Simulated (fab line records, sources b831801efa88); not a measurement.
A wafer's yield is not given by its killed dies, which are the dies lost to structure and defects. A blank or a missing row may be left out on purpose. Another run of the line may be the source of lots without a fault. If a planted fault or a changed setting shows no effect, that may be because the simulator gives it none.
fab line records	flow sky130
[record] lots = 5	wafers = 15	lastDay = 50
route steps=708 shown VIA1@473 METAL2@483 PAD_OPEN@708
lots with no fault: from the same line, run without faults
startH: the number of hours between the record's first day and the start of the first shown wafer of the lot	waitH: hours since the lot's step before	" unchanged from the row above	L1.1+2: several wafers, shown together as one row	- value missing, or start not given	* or withheld: withheld	< > ~ a bound
route shown NAME@n: names a module that has steps shown in the file, with the first one's number in the route	usual: average and standard deviation across the fault-free wafers	same: alike in all rows	chamber/n: place in a boat	sites: per-site readings	_std_site: standard deviation of those values	_edge_site: the outer-site mean with the inner-site mean subtracted	radiusMm: how far each site lies from the wafer's centre	mask NAME#n: copy n	behind: the most recent tool/chamber to have shaped the wafer	hold: reason for holding the lot/hours on hold/outcome of the hold	device: the transistor (n, p or np) that didn't switch	end of line: the same wafers' tests at the end of the route	a step with no rows: only its recipe	killed: the dies lost at the first sort to structure and to defects; this is not the yield of the wafer	map: a wafer's dies, x killed, . not, _ none there
set.NAME: setting as actually run; set.NAME@STEP: the setting as run at that earlier step	model.NAME: the simulator's own value behind a step, which no gauge read
a table for each step, a row for each wafer; lots at some steps of the route
services: when a tool's chamber went out of use (startH, in hours from the record's first day, below 0 if earlier), for how many hours, and the reason
[[steps]]
[step SKY_VIA1_ETCH_15]
[recipe] target = SiO2	chemistry = C4F8/O2/Ar	targetDepthNm = 351	stopOn = TiN	maskMaterial = KrF-thick	sourceW = 1500	biasW = 1200	pressureMtorr = 40	c4f8FlowSccm = withheld	O2_flow_sccm = 6	Ar_flow_sccm = 300	timeS = 54
[step SKY_VIA1_STRIP_16]
[recipe] chemistry = O2/N2	powerW = 1400	pressureMtorr = 1500	platenTempC = withheld	o2FlowSccm = 3000	n2FlowSccm = 300	overashFraction = 0.5
[step SKY_VIA1_STRIP_17]
[recipe] chemistry = postEtchResidueRemover	timeS = 1200	tempC = 72.5
[step SKY_VIA1_CLEAN_18]
[recipe] chemistry = IPA	timeS = 180	tempC = 25
[step SKY_VIA1_CLEAN_19]
[recipe] chemistry = O3/DIW	dry = n2Spin
[step SKY_VIA1_SPUTTER_20]
[recipe] material = TiN	targetThkNm = 20	chamberPressurePa = 5	powerW = 4000	timeS = 80
[step SKY_VIA1_CVD_21]
[recipe] material = W	targetThkNm = 270	timeS = 80.902	tempC = 400	pressureTorr = 40
[usual] heaterPowerW = 874/130
lot.wafer	tool	chamber	startH	waitH	heaterPowerW
L383.1	cvdW-02	0	786.64	0.0	978
L383.5	"	1	"	"	685
L383.6	"	0	"	"	984
L392.3	cvdW-01	1	862.29	0.1	1042
L392.5	"	1	"	"	1086
L392.6	"	0	"	"	882
L397.1	cvdW-02	0	906.52	0.0	1000
L397.2	"	1	"	"	725
L397.4	"	0	"	"	959
L399.1	cvdW-02	0	926.78	0.0	987
L399.4	"	0	"	"	995
L399.6	"	0	"	"	994
L405.1	cvdW-02	0	951.42	0.0	1008
L405.3	"	0	"	"	988
L405.5	"	0	"	"	1002
[step SKY_VIA1_RS_MEAS_22]
[recipe] thkMeasGauge = four-point-probe	reads = W_of_VIA1_CVD_21+TiN_of_VIA1_SPUTTER_20
[usual] VIA1_W_RS = 0.433/0.0047
lot.wafer	tool	chamber	startH	waitH	VIA1_W_RS[ohm/sq]
L383.1	filmMetro-03	-	786.73	0.1	0.437
L383.5	"	-	"	"	0.436
L383.6	"	-	"	"	0.432
L392.3	filmMetro-02	-	862.39	0.1	0.435
L392.5	"	-	"	"	0.431
L392.6	"	-	"	"	0.431
L397.1	filmMetro-01	-	906.62	0.1	0.427
L397.2	"	-	"	"	0.427
L397.4	"	-	"	"	0.428
L399.1	filmMetro-02	-	926.87	0.1	0.430
L399.4	"	-	"	"	0.428
L399.6	"	-	"	"	0.424
L405.1	filmMetro-03	-	951.51	0.1	0.438
L405.3	"	-	"	"	0.435
L405.5	"	-	"	"	0.435
[step SKY_VIA1_THK_MEAS_23]
[recipe] thkMeasGauge = xrf	reads = W_of_VIA1_CVD_21
[usual] VIA1_W_THK = 270/3.4
lot.wafer	tool	chamber	startH	waitH	VIA1_W_THK[nm]
L383.1	filmMetro-03	-	786.85	0.1	268
L383.5	"	-	"	"	270
L383.6	"	-	"	"	271
L392.3	filmMetro-02	-	862.49	0.1	267
L392.5	"	-	"	"	271
L392.6	"	-	"	"	270
L397.1	filmMetro-01	-	906.74	0.1	274
L397.2	"	-	"	"	273
L397.4	"	-	"	"	274
L399.1	filmMetro-02	-	926.99	0.1	269
L399.4	"	-	"	"	272
L399.6	"	-	"	"	274
L405.1	filmMetro-03	-	951.63	0.1	267
L405.3	"	-	"	"	269
L405.5	"	-	"	"	267
[step SKY_VIA1_CMP_24]
[recipe] stopOn = SiO2	tOverpolishS = 15	downForcePsi = 3.5	platenRpm = 60	targetThkNm = 0	padVelocityMS = 0.94248
[step SKY_METAL2_SPUTTER_00]
[recipe] material = Ti	targetThkNm = 15	powerW = 3000	timeS = 10	chamberPressurePa = 0.4
[step SKY_METAL2_SPUTTER_01]
[recipe] material = TiN	targetThkNm = 20	powerW = 6500	timeS = 16.7	chamberPressurePa = 0.4
[usual] throttleValvePct = 30.4/1.1
lot.wafer	tool	chamber	startH	waitH	throttleValvePct
L383.1	pvdSputter-02	-	787.24	0.0	31.9
L383.5	"	-	"	"	29.0
L383.6	"	-	"	"	31.6
L392.3	pvdSputter-02	-	862.85	0.0	30.9
L392.5	"	-	"	"	31.6
L392.6	"	-	"	"	32.0
L397.1	pvdSputter-02	-	907.12	0.0	32.0
L397.2	"	-	"	"	31.0
L397.4	"	-	"	"	31.7
L399.1	pvdSputter-01	-	927.38	0.0	29.2
L399.4	"	-	"	"	30.8
L399.6	"	-	"	"	30.6
L405.1	pvdSputter-03	-	952.01	0.0	29.4
L405.3	"	-	"	"	29.0
L405.5	"	-	"	"	29.6
[step SKY_METAL2_SPUTTER_02]
[recipe] material = AlCu	targetThkNm = 250	powerW = 10600	timeS = 13.3	chamberPressurePa = 0.4
[usual] throttleValvePct = 30.4/1.1
lot.wafer	tool	chamber	startH	waitH	throttleValvePct	model.AlCu_of_METAL2_SPUTTER_02.thkNm
L383.1	pvdSputter-02	-	787.26	0.0	31.6	249.9
L383.5	"	-	"	"	28.6	251.2
L383.6	"	-	"	"	31.5	248.3
L392.3	pvdSputter-02	-	862.88	0.0	30.9	248.8
L392.5	"	-	"	"	32.0	247.9
L392.6	"	-	"	"	31.4	251.1
L397.1	pvdSputter-02	-	907.14	0.0	32.2	249.9
L397.2	"	-	"	"	30.9	344.8
L397.4	"	-	"	"	32.0	252.5
L399.1	pvdSputter-01	-	927.40	0.0	29.2	250.6
L399.4	"	-	"	"	31.0	247.7
L399.6	"	-	"	"	30.7	251.7
L405.1	pvdSputter-03	-	952.04	0.0	29.7	250
L405.3	"	-	"	"	28.9	250.1
L405.5	"	-	"	"	29.6	249.2
[step SKY_METAL2_SPUTTER_03]
[recipe] material = Ti	targetThkNm = 5	powerW = 3108	timeS = 3.3	chamberPressurePa = 0.4
[usual] throttleValvePct = 30.4/1.1
lot.wafer	tool	chamber	startH	waitH	throttleValvePct
L383.1	pvdSputter-02	-	787.29	0.0	31.9
L383.5	"	-	"	"	29.0
L383.6	"	-	"	"	31.7
L392.3	pvdSputter-02	-	862.90	0.0	30.9
L392.5	"	-	"	"	32.0
L392.6	"	-	"	"	31.8
L397.1	pvdSputter-02	-	907.17	0.0	31.8
L397.2	"	-	"	"	30.9
L397.4	"	-	"	"	32.0
L399.1	pvdSputter-01	-	927.43	0.0	28.7
L399.4	"	-	"	"	30.9
L399.6	"	-	"	"	30.7
L405.1	pvdSputter-03	-	952.06	0.0	29.5
L405.3	"	-	"	"	29.0
L405.5	"	-	"	"	29.7
[step SKY_METAL2_SPUTTER_04]
[recipe] material = TiN	targetThkNm = 70	powerW = 6500	timeS = 58.3	chamberPressurePa = 0.4
[usual] throttleValvePct = 30.4/1.1
lot.wafer	tool	chamber	startH	waitH	throttleValvePct
L383.1	pvdSputter-02	-	787.30	0.0	31.7
L383.5	"	-	"	"	29.0
L383.6	"	-	"	"	31.9
L392.3	pvdSputter-02	-	862.92	0.0	31.1
L392.5	"	-	"	"	32.0
L392.6	"	-	"	"	31.8
L397.1	pvdSputter-02	-	907.19	0.0	31.7
L397.2	"	-	"	"	31.0
L397.4	"	-	"	"	31.9
L399.1	pvdSputter-01	-	927.45	0.0	29.1
L399.4	"	-	"	"	31.2
L399.6	"	-	"	"	30.7
L405.1	pvdSputter-03	-	952.08	0.0	29.6
L405.3	"	-	"	"	29.1
L405.5	"	-	"	"	29.3
[step SKY_METAL2_RS_MEAS_05]
[recipe] thkMeasGauge = four-point-probe	reads = TiN_of_METAL2_SPUTTER_04+Ti_of_METAL2_SPUTTER_03+AlCu_of_METAL2_SPUTTER_02+TiN_of_METAL2_SPUTTER_01+Ti_of_METAL2_SPUTTER_00
[usual] METAL2_ALCU_RS = 0.1266/0.0012
lot.wafer	tool	chamber	startH	waitH	METAL2_ALCU_RS[ohm/sq]
L383.1	filmMetro-04	-	787.35	0.0	0.1269
L383.5	"	-	"	"	0.1261
L383.6	"	-	"	"	0.1278
L392.3	filmMetro-04	-	863.01	0.1	0.1275
L392.5	"	-	"	"	0.1275
L392.6	"	-	"	"	0.1263
L397.1	filmMetro-01	-	907.24	0.0	0.1266
L397.2	"	-	"	"	0.0912
L397.4	"	-	"	"	0.1252
L399.1	filmMetro-02	-	927.49	0.0	0.1260
L399.4	"	-	"	"	0.1274
L399.6	"	-	"	"	0.1255
L405.1	filmMetro-02	-	952.13	0.0	0.1266
L405.3	"	-	"	"	0.1265
L405.5	"	-	"	"	0.1269
[step SKY_METAL2_THK_MEAS_06]
[recipe] thkMeasGauge = xrf	reads = AlCu_of_METAL2_SPUTTER_02
[usual] METAL2_ALCU_THK = 246.3/2.7
lot.wafer	tool	chamber	startH	waitH	METAL2_ALCU_THK[nm]
L383.1	filmMetro-04	-	787.47	0.1	245.7
L383.5	"	-	"	"	247.5
L383.6	"	-	"	"	242.9
L392.3	filmMetro-04	-	863.11	0.1	244.2
L392.5	"	-	"	"	243.2
L392.6	"	-	"	"	247.2
L397.1	filmMetro-01	-	907.36	0.1	247.5
L397.2	"	-	"	"	342.3
L397.4	"	-	"	"	247.6
L399.1	filmMetro-02	-	927.61	0.1	245.4
L399.4	"	-	"	"	244.5
L399.6	"	-	"	"	246.4
L405.1	filmMetro-02	-	952.25	0.1	243.4
L405.3	"	-	"	"	244.5
L405.5	"	-	"	"	244.2
[step SKY_METAL2_DEHYDRATE_07]
[recipe] tempC = 200	timeS = 60
[step SKY_METAL2_HMDS_08]
[recipe] primeTimeS = 60	primeTempC = 120
[step SKY_METAL2_COAT_09]
[recipe] resist = BARC	tempC = withheld	timeS = withheld	spinRpm = 3000	resistThkNm = 60
[step SKY_METAL2_COAT_10]
[recipe] resist = KrF-thick	spinRpm = 3000	resistThkNm = 450
[step SKY_METAL2_SOFTBAKE_11]
[recipe] tempC = 100	timeS = 90	resist = KrF-thick
[step SKY_METAL2_EXPOSE_12]
[recipe] maskId = MM2	na = 0.8	sourceShape = annular	sigmaInner = 0.55	sigmaOuter = 0.85	targetCdNm = 140	doseMj = 28
[step SKY_METAL2_PEB_13]
[recipe] pebTempC = withheld	pebTimeS = withheld	resist = KrF-thick
[step SKY_METAL2_DEVELOP_14]
[recipe] developTimeS = 60	resist = KrF-thick	devTempC = 21
[step SKY_METAL2_CD_MEAS_15]
[recipe] targetCdNm = 140
[usual] cdNm = 140.1/1.6
lot.wafer	tool	chamber	startH	waitH	cdNm
L383.1	cdSem-01	-	814.32	-	138.6
L383.5	"	-	"	"	137.7
L383.6	"	-	"	"	137.7
L392.3	cdSem-02	-	889.32	-	138.2
L392.5	"	-	"	"	137.6
L392.6	"	-	"	"	138.6
L397.1	cdSem-02	-	932.82	-	139.3
L397.2	"	-	"	"	139.6
L397.4	"	-	"	"	138.4
L399.1	cdSem-02	-	952.41	-	139.7
L399.4	"	-	"	"	139.9
L399.6	"	-	"	"	138.5
L405.1	cdSem-01	-	976.31	-	143.2
L405.3	"	-	"	"	143.6
L405.5	"	-	"	"	142.9
[step SKY_METAL2_OVL_MEAS_16]
[usual] METAL2_OVL = 0/4.5
lot.wafer	tool	chamber	startH	waitH	METAL2_OVL[nm]
L383.1	overlay-02	-	814.44	0.1	-2
L383.5	"	-	"	"	-6
L383.6	"	-	"	"	0
L392.3	overlay-02	-	889.41	0.1	0
L392.5	"	-	"	"	5
L392.6	"	-	"	"	-1
L397.1	overlay-02	-	932.94	0.1	-2
L397.2	"	-	"	"	8
L397.4	"	-	"	"	5
L399.1	overlay-01	-	952.53	0.1	-4
L399.4	"	-	"	"	5
L399.6	"	-	"	"	2
L405.1	overlay-01	-	976.43	0.1	1
L405.3	"	-	"	"	2
L405.5	"	-	"	"	3
[step SKY_METAL2_DESCUM_17]
[recipe] chemistry = O2	sourcePowerW = 150	biasPowerW = 0	pressureMtorr = 10	tempC = 40	timeS = 8
[usual] drypumpMotorCurrentA = 5.88/0.19	oesProductAu = 0.995/0.011
lot.wafer	tool	chamber	startH	waitH	drypumpMotorCurrentA	oesProductAu	rfHoursCounterH
L383.1	rieMetal-04	1	814.48	0.0	6.03	1.009	6
L383.5	"	0	"	"	6.39	1.017	-
L383.6	"	1	"	"	5.98	1.017	-
L392.3	rieMetal-03	1	889.44	0.0	5.89	0.999	-
L392.5	"	0	"	"	5.89	0.995	-
L392.6	"	1	"	"	5.96	0.998	-
L397.1	rieMetal-01	0	932.98	0.0	5.75	0.993	18
L397.2	"	1	"	"	5.80	0.990	4
L397.4	"	1	"	"	5.78	0.985	-
L399.1	rieMetal-01	1	952.57	0.0	5.82	0.993	5
L399.4	"	1	"	"	5.80	0.996	-
L399.6	"	1	"	"	5.82	0.991	-
L405.1	rieMetal-04	1	976.47	0.0	6.00	1.012	13
L405.3	"	0	"	"	6.36	1.016	-
L405.5	"	0	"	"	6.36	1.014	-
[step SKY_METAL2_ETCH_18]
[recipe] chemistry = N2/H2	target = BARC	ionEnergyEv = 200	biasW = 100	pressureMtorr = 30	n2FlowSccm = 100	h2FlowSccm = 200	icpW = 500	stopOn = SiO2	timeS = 45.9	targetDepthA = 600
[step SKY_METAL2_METAL_ETCH_19]
[recipe] targetDepthA = 3600	stopOn = SiO2	overEtchFrac = 0.3	timeS = 78	chemistry = Cl2/BCl3	resistSidewallDeg = 88	pressureMtorr = 10	icpW = 900	biasW = 48.5	Cl2_flow_sccm = 60	bcl3FlowSccm = 30
[usual] biasW = 48.49/0.14	drypumpMotorCurrentA = 5.88/0.19	oesProductAu = 0.855/0.0058	throttleValvePct = 22.265/0.0081
lot.wafer	tool	chamber	startH	waitH	biasW	drypumpMotorCurrentA	oesProductAu	rfHoursCounterH	throttleValvePct
L383.1	rieMetal-04	1	814.57	0.0	48.56	5.97	0.857	6	22.255
L383.5	"	0	"	"	48.58	6.38	0.864	-	22.265
L383.6	"	1	"	"	48.62	6.03	0.859	-	22.269
L392.3	rieMetal-03	1	889.56	0.1	48.68	5.86	0.849	-	22.265
L392.5	"	0	"	"	48.63	5.90	0.853	-	22.263
L392.6	"	1	"	"	48.76	5.87	0.852	-	22.275
L397.1	rieMetal-01	0	933.08	0.0	48.26	5.75	0.853	18	22.249
L397.2	"	1	"	"	48.69	5.84	0.936	4	22.258
L397.4	"	1	"	"	48.23	5.83	0.863	-	22.266
L399.1	rieMetal-01	1	952.67	0.0	48.48	5.79	0.852	5	22.274
L399.4	"	1	"	"	48.55	5.81	0.854	-	22.258
L399.6	"	1	"	"	48.37	5.78	0.857	-	22.274
L405.1	rieMetal-04	1	976.57	0.0	48.41	6.01	0.860	13	22.258
L405.3	"	0	"	"	48.36	6.39	0.861	-	22.275
L405.5	"	0	"	"	48.41	6.39	0.858	-	22.249
[step SKY_METAL2_STRIP_20]
[recipe] chemistry = O2/N2	powerW = 1400	pressureMtorr = 1500	platenTempC = withheld	o2FlowSccm = 3000	n2FlowSccm = 300	overashFraction = 0.5
[step SKY_PAD_OPEN_PROBE_99]
[usual] defectLimitedYield = 82.7/1.7	killed_at_M0_to_M3 = 44/7.1	killed_at_M4_up = 3.3/1.8	killedAtContacts = 23/5.5	killedAtFrontEnd = 15/4.5	killedAtOther = 0.2/0.48	killedDies = 85/8.4	killedOpen = 46/6.6	killedShort = 39/6.1	sort_bin_3_pad_short = 0.9/0.36	sort_bin_5_function = 10.3/1.4	sort_bin_6_memory = 6.2/1	sortNPass = 407/8.4	sortYieldPct = 82.7/1.7
[same] grossDies = 492	killedAtBackSide = 0	sort_bin_4_leakage[%] = 0	sort_bin_8_speed[%] = 0
lot.wafer	tool	chamber	startH	waitH	defectLimitedYield[%]	killed_at_M0_to_M3	killed_at_M4_up	killedAtContacts	killedAtFrontEnd	killedAtOther	killedDies	killedOpen	killedShort	sort_bin_3_pad_short[%]	sort_bin_5_function[%]	sort_bin_6_memory[%]	sortNPass	sortYieldPct[%]	model.etest.met2.lineOhmUm	model.etest.met2.rsOhmSq
L383.1	prober-01	-	1072.44	0.1	83.7	41	3	22	13	1	80	43	37	0.8	8.7	6.7	412	83.7	0.9093	0.1266
L383.5	prober-01	-	1072.64	0.2	80.3	50	6	23	18	0	97	64	33	1.0	12.0	6.7	395	80.3	0.9538	0.1271
L383.6	prober-01	-	1072.69	0.2	81.5	50	4	23	14	0	91	45	46	0.8	11.0	6.7	401	81.5	0.9567	0.1298
L392.3	prober-02	-	1129.92	0.2	83.1	41	2	25	15	0	83	50	33	1.0	11.2	4.7	409	83.1	0.922	0.1301
L392.5	prober-02	-	1130.02	0.2	82.9	35	3	24	22	0	84	48	36	0.6	11.6	4.9	408	82.9	0.9224	0.1288
L392.6	prober-02	-	1130.07	0.2	84.6	35	3	23	15	0	76	46	30	0.8	10.2	4.5	416	84.6	0.9172	0.128
L397.1	prober-02	-	1164.01	0.1	87.0	24	3	27	8	2	64	39	24	1.4	6.9	4.7	428	87.0	0.9197	0.1283
L397.2	prober-02	-	1164.06	0.1	80.9	58	3	19	13	1	94	52	41	0.8	12.4	5.9	398	80.9	0.6761	0.09204
L397.4	prober-02	-	1164.16	0.2	83.9	51	3	16	9	0	79	38	40	0.6	9.1	6.3	413	83.9	0.9522	0.1287
L399.1	prober-02	-	1177.69	0.1	81.7	53	2	21	13	1	90	41	49	0.8	9.8	7.7	402	81.7	0.9262	0.1287
L399.4	prober-02	-	1177.84	0.2	82.7	51	2	20	12	0	85	42	42	1.6	9.3	6.3	407	82.7	0.9624	0.1306
L399.6	prober-02	-	1177.94	0.2	86.2	32	3	17	16	0	68	38	28	0.2	8.7	4.9	424	86.2	0.9239	0.1279
L405.1	prober-02	-	1191.62	0.1	85.8	38	3	13	16	0	70	37	31	0.6	8.9	4.7	422	85.8	0.9045	0.1287
L405.3	prober-02	-	1191.72	0.2	86.2	39	1	16	12	0	68	40	28	0.2	6.5	7.1	424	86.2	0.9165	0.1287
L405.5	prober-02	-	1191.82	0.2	82.9	35	4	26	19	0	84	44	38	1.2	10.6	5.3	408	82.9	0.915	0.129
// killed by level:class
L383.1 CONTACT:geometricParticle:open=9 VIA3:geometricParticle:open=8 VIA1:geometricParticle:open=6 LI_CONTACT:geometricParticle:short=5 VIA2:geometricParticle:open=5 METAL3:geometricParticle:short=5 FIELD_ISO:geometricParticle:open=4 POLY_GATE:geometricParticle:open=4
L383.5 VIA1:geometricParticle:open=21 LI_CONTACT:geometricParticle:open=10 POLY_GATE:geometricParticle:open=9 CONTACT:geometricParticle:open=8 VIA2:geometricParticle:open=6 METAL4:geometricParticle:short=5 VIA1:geometricParticle:short=5 METAL2:geometricParticle:short=5
L383.6 VIA1:geometricParticle:open=14 METAL1:geometricParticle:short=9 POLY_GATE:geometricParticle:open=6 LI_CONTACT:geometricParticle:open=6 CONTACT:geometricParticle:open=5 VIA3:geometricParticle:open=5 VIA2:geometricParticle:open=4 LOCAL_INTERCONNECT:geometricParticle:short=4
L392.3 CONTACT:geometricParticle:open=10 LI_CONTACT:geometricParticle:open=7 VIA2:geometricParticle:open=7 VIA1:geometricParticle:open=6 METAL2:geometricParticle:short=6 METAL1:geometricParticle:short=5 VIA3:geometricParticle:open=5 FIELD_ISO:geometricParticle:short=4
L392.5 POLY_GATE:geometricParticle:open=8 VIA1:geometricParticle:open=8 CONTACT:geometricParticle:open=8 VIA3:geometricParticle:open=7 LI_CONTACT:geometricParticle:open=6 LOCAL_INTERCONNECT:geometricParticle:short=5 VIA3:geometricParticle:short=4 SPACER:geometricParticle:short=4
L392.6 CONTACT:geometricParticle:open=10 VIA1:geometricParticle:open=8 VIA1:geometricParticle:short=7 LI_CONTACT:geometricParticle:open=6 LOCAL_INTERCONNECT:geometricParticle:short=5 POLY_GATE:geometricParticle:open=4 SPACER:geometricParticle:open=4 METAL1:geometricParticle:short=4
L397.1 VIA1:geometricParticle:open=9 CONTACT:geometricParticle:open=8 LOCAL_INTERCONNECT:geometricParticle:short=7 LI_CONTACT:geometricParticle:open=6 VIA3:geometricParticle:open=4 FIELD_ISO:geometricParticle:short=3 POLY_GATE:geometricParticle:open=3 LI_CONTACT:geometricParticle:short=3
L397.2 VIA3:geometricParticle:open=12 VIA1:geometricParticle:open=11 CONTACT:geometricParticle:open=9 VIA1:geometricParticle:short=8 METAL2:geometricParticle:short=8 METAL1:geometricParticle:short=5 VIA2:geometricParticle:open=5 FIELD_ISO:geometricParticle:open=3
L397.4 VIA1:geometricParticle:open=10 VIA3:geometricParticle:open=8 METAL1:geometricParticle:short=7 VIA1:geometricParticle:short=6 VIA2:geometricParticle:open=6 POLY_GATE:geometricParticle:open=4 LI_CONTACT:geometricParticle:open=4 LOCAL_INTERCONNECT:geometricParticle:short=4
L399.1 METAL1:geometricParticle:short=10 VIA1:geometricParticle:open=8 CONTACT:geometricParticle:open=7 VIA1:geometricParticle:short=7 METAL2:geometricParticle:short=7 VIA2:geometricParticle:open=6 VIA3:geometricParticle:open=5 LOCAL_INTERCONNECT:geometricParticle:short=4
L399.4 VIA3:geometricParticle:open=12 METAL1:geometricParticle:short=9 CONTACT:geometricParticle:open=8 METAL2:geometricParticle:short=7 POLY_GATE:geometricParticle:short=5 VIA1:geometricParticle:open=5 LI_CONTACT:geometricParticle:open=4 LOCAL_INTERCONNECT:geometricParticle:short=4
L399.6 VIA1:geometricParticle:open=8 LI_CONTACT:geometricParticle:open=6 METAL3:geometricParticle:short=5 VIA2:geometricParticle:open=5 POLY_GATE:geometricParticle:open=4 METAL2:geometricParticle:short=4 FIELD_ISO:geometricParticle:short=3 LOCAL_INTERCONNECT:geometricParticle:open=3
L405.1 VIA1:geometricParticle:open=14 POLY_GATE:geometricParticle:open=5 CONTACT:geometricParticle:open=5 METAL2:geometricParticle:short=5 POLY_GATE:geometricParticle:short=4 METAL3:geometricParticle:short=4 VIA3:geometricParticle:open=4 LI_CONTACT:geometricParticle:open=3
L405.3 VIA1:geometricParticle:open=11 FIELD_ISO:geometricParticle:open=6 VIA1:geometricParticle:short=6 VIA3:geometricParticle:open=6 LI_CONTACT:geometricParticle:open=5 FIELD_ISO:geometricParticle:short=4 CONTACT:geometricParticle:open=4 METAL2:geometricParticle:short=4
L405.5 LI_CONTACT:geometricParticle:open=9 CONTACT:geometricParticle:open=8 VIA3:geometricParticle:open=7 FIELD_ISO:geometricParticle:short=4 POLY_GATE:geometricParticle:open=4 LOCAL_INTERCONNECT:geometricParticle:short=4 METAL1:geometricParticle:short=4 VIA3:geometricParticle:short=4
[[services]]
tool	chamber	startH	hours	kind
rieMetal-04	0	780.77	10.0	repair
rieMetal-04	-	784.73	2.8	pm
pvdSputter-02	3	794.48	-	consumableReplace:kit
pvdSputter-02	3	794.48	18.0	scheduledDown
pvdSputter-02	3	794.48	18.0	ventCycle
pvdSputter-03	-	799.32	3.9	repair
pvdSputter-01	-	809.58	3.2	repair
pvdSputter-03	-	809.70	5.5	repair
rieMetal-03	-	815.06	2.8	pm
rieMetal-04	-	820.32	0.5	repair
rieMetal-03	1	820.37	4.7	repair
pvdSputter-02	-	836.35	0.5	repair
rieMetal-04	-	851.79	3.0	repair
pvdSputter-01	-	863.00	1.5	repair
pvdSputter-03	-	888.46	4.6	repair
cvdW-01	-	904.00	14.0	pm
pvdSputter-03	-	910.81	6.7	repair
pvdSputter-03	-	939.89	1.8	repair
rieMetal-03	-	943.28	1.4	pm
pvdSputter-02	2	958.84	-	consumableReplace:kit
pvdSputter-02	2	958.84	18.0	scheduledDown
pvdSputter-02	2	958.84	18.0	ventCycle
pvdSputter-03	-	968.84	0.6	repair
cvdW-02	1	972.26	21.6	repair
[[key]]
[firstSign] step = SKY_METAL2_RS_MEAS_05	reading = METAL2_ALCU_RS	direction = down	sigmas = 29	usual = 0.1266	struck = 0.0912
[effect] step = SKY_METAL2_THK_MEAS_06	reading = METAL2_ALCU_THK	direction = up	sigmas = 36	usual = 246.3	struck = 342.3
[effect] step = SKY_METAL2_METAL_ETCH_19	reading = oesProductAu	direction = up	sigmas = 14	usual = 0.855	struck = 0.936
[modelEffect] step = SKY_METAL2_SPUTTER_02	value = AlCu_of_METAL2_SPUTTER_02.thkNm	without = 249.3	struck = 344.8
[modelEffect] step = SKY_PAD_OPEN_PROBE_99	value = etest.met2.lineOhmUm	without = 0.9448	struck = 0.6761
metAt SKY_METAL2_SPUTTER_02
struckWafers L397.2
onsetBetween 862.88 907.14
[fault] kind = processParameterDrift	tool = pvdSputter-02	chamber = -	onsetH = 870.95	steps = SKY_METAL2_SPUTTER_02	channel = timeS	offset = *	shape = step	endH = 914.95	actsIn = *	stated = *	scope = struckWafersOnly
